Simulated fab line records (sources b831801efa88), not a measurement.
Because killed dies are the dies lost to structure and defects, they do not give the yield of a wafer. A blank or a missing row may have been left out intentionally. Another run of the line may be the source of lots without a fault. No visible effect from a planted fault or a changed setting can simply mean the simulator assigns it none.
Commonality check across tools || flow sky130 || Sample size 13 lots and 39 wafers

REASON IT WAS OPENED
Flagged at SKY_POLY_GATE_CD_MEAS_13: reading cd_nm, on 1 of 13 lots. No-fault wafers: 150.6 nm, standard deviation 1.2.
Rule: a lot gets a flag if all its wafers with a number sit over 4 standard deviations from that mean, or if no wafer of it has a number. As for the other lots, they are considered sound.

{"lot": "L317", "measured": "day 15 22:47", "on": "cd_sem-01", "cd_nm (nm), wafer by wafer": "150.9 151.4 150.7", "flag": ""}
{"lot": "L318", "measured": "day 16 08:17", "on": "cd_sem-02", "cd_nm (nm), wafer by wafer": "150.9 150.6 151.0", "flag": ""}
{"lot": "L321", "measured": "day 17 17:41", "on": "cd_sem-02", "cd_nm (nm), wafer by wafer": "149.6 151.1 150.1", "flag": ""}
{"lot": "L322", "measured": "day 18 02:25", "on": "cd_sem-02", "cd_nm (nm), wafer by wafer": "150.2 150.3 151.6", "flag": ""}
{"lot": "L323", "measured": "day 18 18:05", "on": "cd_sem-01", "cd_nm (nm), wafer by wafer": "150.2 149.2 148.9", "flag": ""}
{"lot": "L324", "measured": "day 18 21:26", "on": "cd_sem-02", "cd_nm (nm), wafer by wafer": "149.1 149.8 150.1", "flag": ""}
{"lot": "L325", "measured": "day 19 07:08", "on": "cd_sem-02", "cd_nm (nm), wafer by wafer": "150.8 152.1 150.6", "flag": ""}
{"lot": "L327", "measured": "day 20 03:44", "on": "cd_sem-01", "cd_nm (nm), wafer by wafer": "150.8 150.5 149.4", "flag": ""}
{"lot": "L329", "measured": "day 21 02:11", "on": "cd_sem-01", "cd_nm (nm), wafer by wafer": "173.2 173.5 174.5", "flag": "FLAGGED"}
{"lot": "L337", "measured": "day 23 18:12", "on": "cd_sem-02", "cd_nm (nm), wafer by wafer": "150.9 149.7 149.9", "flag": ""}
{"lot": "L338", "measured": "day 24 04:38", "on": "cd_sem-02", "cd_nm (nm), wafer by wafer": "147.9 147.3 148.5", "flag": ""}
{"lot": "L339", "measured": "day 24 19:41", "on": "cd_sem-02", "cd_nm (nm), wafer by wafer": "150.5 150.3 149.7", "flag": ""}
{"lot": "L340", "measured": "day 25 11:32", "on": "cd_sem-01", "cd_nm (nm), wafer by wafer": "150.7 151.7 151.6", "flag": ""}
On average the flagged lots' numbers are 173.7 nm, which is +23.1 nm against the usual, or +19 standard deviations.

WHICH TOOL EACH LOT WENT THROUGH
The record holds 1 process step before the reading, out of a route of 708 steps. Each cell gives the tool, then ch followed by the chambers the sampled wafers passed through, then the start.
{"lot": "L317", "flag": "", "SKY_POLY_GATE_EXPOSE_10": "krf_scanner-02 ch 0, day 15 09:58"}
{"lot": "L318", "flag": "", "SKY_POLY_GATE_EXPOSE_10": "krf_scanner-02 ch 0, day 15 18:42"}
{"lot": "L321", "flag": "", "SKY_POLY_GATE_EXPOSE_10": "krf_scanner-01 ch 0, day 17 03:22"}
{"lot": "L322", "flag": "", "SKY_POLY_GATE_EXPOSE_10": "krf_scanner-02 ch 0, day 17 11:55"}
{"lot": "L323", "flag": "", "SKY_POLY_GATE_EXPOSE_10": "krf_scanner-02 ch 0, day 18 02:58"}
{"lot": "L324", "flag": "", "SKY_POLY_GATE_EXPOSE_10": "krf_scanner-01 ch 0, day 18 06:05"}
{"lot": "L325", "flag": "", "SKY_POLY_GATE_EXPOSE_10": "krf_scanner-02 ch 0, day 18 16:20"}
{"lot": "L327", "flag": "", "SKY_POLY_GATE_EXPOSE_10": "krf_scanner-02 ch 0, day 19 11:55"}
{"lot": "L329", "flag": "FLAGGED", "SKY_POLY_GATE_EXPOSE_10": "krf_scanner-01 ch 0, day 20 10:41"}
{"lot": "L337", "flag": "", "SKY_POLY_GATE_EXPOSE_10": "krf_scanner-01 ch 0, day 23 02:54"}
{"lot": "L338", "flag": "", "SKY_POLY_GATE_EXPOSE_10": "krf_scanner-02 ch 0, day 23 13:46"}
{"lot": "L339", "flag": "", "SKY_POLY_GATE_EXPOSE_10": "krf_scanner-01 ch 0, day 24 05:22"}
{"lot": "L340", "flag": "", "SKY_POLY_GATE_EXPOSE_10": "krf_scanner-01 ch 0, day 24 20:37"}
What the steps here do:
- SKY_POLY_GATE_EXPOSE_10: exposes mask P1M, target cd 150 nm.
- SKY_POLY_GATE_CD_MEAS_13: target cd 150 nm.

FLAGGED OVER TOTAL, TOOL BY TOOL (the gauges that took the reading come last)
{"step": "SKY_POLY_GATE_EXPOSE_10", "tool": "krf_scanner-01", "lots run": 6, "flagged": 1, "share of the flagged lots": "all", "sound lots run after its first flagged lot": "3 (L337,L339,L340)"}
{"step": "SKY_POLY_GATE_EXPOSE_10", "tool": "krf_scanner-02", "lots run": 7, "flagged": 0, "share of the flagged lots": "none", "sound lots run after its first flagged lot": "-"}
{"step": "SKY_POLY_GATE_CD_MEAS_13", "tool": "cd_sem-01", "lots run": 5, "flagged": 1, "share of the flagged lots": "all", "sound lots run after its first flagged lot": "1 (L340)"}
{"step": "SKY_POLY_GATE_CD_MEAS_13", "tool": "cd_sem-02", "lots run": 8, "flagged": 0, "share of the flagged lots": "none", "sound lots run after its first flagged lot": "-"}

THE TABLE: WHAT IT ALLOWS
krf_scanner-01 at SKY_POLY_GATE_EXPOSE_10 and cd_sem-01 at SKY_POLY_GATE_CD_MEAS_13 are the 2 rows of the table that ran each flagged lot.
- krf_scanner-01 at SKY_POLY_GATE_EXPOSE_10 ran 6 lots, 1 of them flagged. Sound lots ran on it after the first flagged one (L337, L339, L340), which a lasting fault on the whole tool wouldn't allow.
- cd_sem-01 at SKY_POLY_GATE_CD_MEAS_13 ran 5 lots, 1 of them flagged. Sound lots ran on it after the first flagged one (L340), which a lasting fault on the whole tool wouldn't allow.
There is no row in the table that ran each flagged lot and no sound lot after the first.

WHAT THE SIMULATOR HAD INSERTED
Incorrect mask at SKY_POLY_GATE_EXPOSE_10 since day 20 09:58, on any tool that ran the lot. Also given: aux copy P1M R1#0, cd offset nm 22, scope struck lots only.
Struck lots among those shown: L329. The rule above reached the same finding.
